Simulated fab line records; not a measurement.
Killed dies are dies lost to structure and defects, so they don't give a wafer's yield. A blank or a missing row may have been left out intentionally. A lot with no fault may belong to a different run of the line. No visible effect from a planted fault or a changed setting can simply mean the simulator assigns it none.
Code-filled problem report in 8D (eight disciplines) form    flow gf180mcu    the parts of the form that need people (team, actions taken, sign-off) are left out

== 1. PROBLEM STATEMENT ==
Mean of oes product au at GF_CONTACT_STRIP_18: 0.669 a.u. across 9 wafers in 3 lots; on wafers with no fault it is 0.580 a.u. (standard deviation 0.005). That puts it +18 standard deviations away from the usual mean.
The step: strips in O2/N2.
Seen first at day 19 13:43 on plasma asher-01, wafer L864.2. The record has a number at this step for 39 wafers belonging to 13 lots. By rule, "out" or "out of limits" means more than 4 standard deviations away from the usual mean. All remaining wafers that have a number are taken as sound.

== 2. WHAT IT IS, AND WHAT IT ISN'T ==
question                     is                                is not
which readings at this step  oes product au                    drypump motor current A, heater power w
which lots                   L864, L865, L866                  L856, L859, L862, L869, L870, L872, L873, L875, L876, L877
which wafers of those lots   all that have a number            -
read on which tools          plasma asher-01, plasma asher-02  plasma asher-04
when                         from day 19 13:43                 up to then (9 sound wafers); but 21 sound wafers of L869, L870, L872, L873, L875, L876, L877 came after

== 3. SUSPECTS, AND WHAT RULES EACH OUT ==
Counting: a tool at a process step up to the reading stays a suspect if it ran every lot that is out and no sound lot after the first of them.
- rie diel-02 at GF_CONTACT_ETCH_17 (etches SiO2 in C4F8/O2/Ar, stops on CoSi2, target depth 860 nm): ruled out as a lasting fault. Following L864 (day 19 13:00), the first lot on it that is out, the sound lots L869, L870, L872, L875 were run on it.
Left after counting: nothing in the record.

== 4. THE CAUSE (what the simulator had put in) ==
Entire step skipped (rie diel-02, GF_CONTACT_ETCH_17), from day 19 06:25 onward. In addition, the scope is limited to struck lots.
The count ruled it out by mistake, since the rule takes a fault to strike every lot its tool runs from the start of the fault on, and this one did not do so.

== 5. SEQUENCE OF EFFECTS, ordered by route ==
Each row: a reading where the mean over the struck wafers with a number is more than 3 standard deviations away from the usual. Only readings for which the record gives a usual standard deviation are gone through. hours: the time from each lot's start at the first step in this table that gives one to its start at this step, as a median over the lots. sigmas: the change in usual standard deviations.
hours  step                     reading             usual       on struck wafers  change  sigmas
0      GF_CONTACT_STRIP_18      oes product au      0.580 a.u.  0.669             +0.089  +18
296    GF_PASSIVATION_PROBE_99  killed at contacts  5.7         453.0             +447.3  +99 or more
296    GF_PASSIVATION_PROBE_99  killed dies         48          492               +444    +68
296    GF_PASSIVATION_PROBE_99  killed on rim       9.7         96.0              +86.3   +30
Here are the process steps it includes:
- GF_CONTACT_STRIP_18: strips in O2/N2.
- GF_PASSIVATION_PROBE_99
Readings that are blank on the struck wafers while sound wafers have them: bias w at GF_CONTACT_ETCH_17; chamber pressure mTorr at GF_CONTACT_ETCH_17; oes product au at GF_CONTACT_ETCH_17.

== 6. WHAT WOULD HAVE CAUGHT IT SOONER ==
In this record the first reading out of limits was taken at day 19 13:43, 7 hours after the fault began at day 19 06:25.
At GF_CONTACT_ETCH_17 the tool's readings are blank on the struck wafers, where sound wafers have them: an empty tool record is the first sign, and it was there at once.
